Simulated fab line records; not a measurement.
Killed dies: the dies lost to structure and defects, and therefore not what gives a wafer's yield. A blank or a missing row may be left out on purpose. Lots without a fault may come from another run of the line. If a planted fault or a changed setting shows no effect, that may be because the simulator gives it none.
A lot that was struck, set against a sound lot / flow sky130 / 43 steps out of a route of 708
Sound: wafers L399.1, L399.2, L399.6. Wafers struck: L411.1, L411.2, L411.6. The cause is named last.
For every step that has rows: the tool of each side, followed by ch and its chambers, followed by its first start. Under that, the readings that differ: sound wafers / struck wafers / difference of the means / sigmas: that difference in standard deviations of wafers without a fault.
alike: same words and numbers on both sides, and readings whose means sit less than 2 such deviations apart. not compared: any withheld reading, any reading some wafer has no value for, any bound like >300 that may hide the same value, and any number with overlapping values for which the record gives no deviation.
The two part at a step that has a row with sigmas, a row that says differs or no value, or rows on one side only. When numbers do not overlap yet have no deviation, they are printed without sigmas and do not part them. A reading missing from all wafers of one side parts the sides only when that side holds two or more wafers.

first, 1 step without rows for these wafers: SKY_VIA4_HDPCVD_00 (deposits SiO2, target thk 1750 nm, time 291.7 s).
SKY_VIA4_THK_MEAS_01:
  struck on film_metro-03, day 45 11:21; sound on film_metro-04, day 41 20:28
  alike: VIA4_HDPCVD_THK
then, 1 step without rows for these wafers: SKY_VIA4_CMP_02 (polishes SiO2).
SKY_VIA4_BOW_MEAS_03:
  struck on film_metro-04, day 45 11:50; sound on film_metro-04, day 41 20:50
  alike: VIA4_BOW
then, 7 steps without rows for these wafers: SKY_VIA4_DEHYDRATE_04 (time 60 s); SKY_VIA4_HMDS_05 (prime time 60 s); SKY_VIA4_COAT_06 (resist thk 1140 nm); SKY_VIA4_SOFTBAKE_07 (time 60 s); SKY_VIA4_EXPOSE_08 (exposes mask VIM4, target cd 800 nm); SKY_VIA4_PEB_09; SKY_VIA4_DEVELOP_10 (develop time 60 s).
SKY_VIA4_OVL_MEAS_11:
  struck on overlay-02, day 46 08:43; sound on overlay-01, day 42 19:48
  alike: VIA4_OVL
SKY_VIA4_ETCH_12: etches SiO2 in C4F8/O2/Ar, stops on TiN, target depth 580 nm.
  sound on rie_diel-02 ch 0,2,3, day 42 19:50; struck on rie_diel-02 ch 1,2,3, day 46 08:45
  alike: oes_product_au
SKY_VIA4_STRIP_13: strips in O2/N2.
  sound on plasma_asher-01 ch 0,1, day 42 19:55; struck on plasma_asher-02 ch 0,1, day 46 08:49
  alike: drypump_motor_current_A, oes_product_au, strip_time_to_endpoint_s
  not compared: rf_hours_counter_h
then, 4 steps without rows for these wafers: SKY_VIA4_STRIP_14 (strips in post etch residue remover, time 1200 s); SKY_VIA4_CLEAN_15 (cleans in IPA, time 180 s); SKY_VIA4_CLEAN_16 (cleans in O3/DIW); SKY_VIA4_SPUTTER_17 (material TiN, target thk 20 nm, time 80 s).
SKY_VIA4_CVD_18: deposits W, target thk 505 nm, time 152.14 s.
  sound on cvd_w-01 ch 0,1, day 42 20:34; struck on cvd_w-01 ch 0,1, day 46 09:32
  alike: heater_power_w
SKY_VIA4_RS_MEAS_19: measures by four-point-probe.
  struck on film_metro-03, day 46 09:50; sound on film_metro-02, day 42 20:43
  alike: VIA4_W_RS
SKY_VIA4_THK_MEAS_20: measures by xrf.
  struck on film_metro-03, day 46 09:57; sound on film_metro-02, day 42 20:50
  alike: VIA4_W_THK
then, 1 step without rows for these wafers: SKY_VIA4_CMP_21 (polishes, stops on SiO2, t overpolish 25 s, target thk 0 nm).
SKY_METAL5_SPUTTER_00: material Ti, target thk 15 nm, time 10 s.
  struck on pvd_sputter-04, day 46 10:33; sound on pvd_sputter-04, day 42 21:12
  alike: throttle_valve_pct
then, 3 steps without rows for these wafers: SKY_METAL5_SPUTTER_01 (material TiN, target thk 20 nm, time 16.7 s); SKY_METAL5_SPUTTER_02 (material AlCu, target thk 1150 nm, time 61.2 s); SKY_METAL5_SPUTTER_03 (material Ti, target thk 5 nm, time 3.3 s).
SKY_METAL5_SPUTTER_04: material TiN, target thk 70 nm, time 58.3 s.
  struck on pvd_sputter-04, day 46 10:40; sound on pvd_sputter-04, day 42 21:19
  alike: throttle_valve_pct
SKY_METAL5_RS_MEAS_05: measures by four-point-probe.
  struck on film_metro-01, day 46 10:43; sound on film_metro-02, day 42 21:22
  alike: METAL5_ALCU_RS
SKY_METAL5_THK_MEAS_06: measures by xrf.
  struck on film_metro-01, day 46 10:50; sound on film_metro-02, day 42 21:29
reading=METAL5_ALCU_THK (nm); sound=1121 1115 1110; struck=1128 1169 1164; difference=+38; sigmas=+3
then, 9 steps without rows for these wafers: SKY_METAL5_DEHYDRATE_07 (time 60 s); SKY_METAL5_HMDS_08 (prime time 60 s); SKY_METAL5_COAT_09 (resist thk 1800 nm); SKY_METAL5_SOFTBAKE_10 (time 60 s); SKY_METAL5_EXPOSE_11 (exposes mask MM5, target cd 1600 nm); SKY_METAL5_PEB_12; SKY_METAL5_DEVELOP_13 (develop time 60 s); SKY_METAL5_DESCUM_14 (chemistry O2, time 11 s); SKY_METAL5_METAL_ETCH_15 (etches the open film in Cl2/BCl3, stops on SiO2, target depth 1260 nm, time 252 s).
SKY_METAL5_STRIP_16: strips in O2/N2.
  sound on plasma_asher-03 ch 0,1, day 43 20:05; struck on plasma_asher-03 ch 0,1, day 47 06:26
  alike: drypump_motor_current_A, oes_product_au, strip_time_to_endpoint_s
  not compared: rf_hours_counter_h
then, 3 steps without rows for these wafers: SKY_METAL5_STRIP_17 (strips in post etch residue remover, time 1200 s); SKY_METAL5_CLEAN_18 (cleans in IPA, time 180 s); SKY_METAL5_CLEAN_19 (cleans in O3/DIW).
SKY_PAD_OPEN_PROBE_99:
  only the struck wafers here have rows in the record (prober-02, day 49 00:17); the sound ones have none

== WHERE THEY PART ==
Last at SKY_PAD_OPEN_PROBE_99 as far as this record goes, first at SKY_METAL5_THK_MEAS_06.

WHY: the cause the simulator had injected
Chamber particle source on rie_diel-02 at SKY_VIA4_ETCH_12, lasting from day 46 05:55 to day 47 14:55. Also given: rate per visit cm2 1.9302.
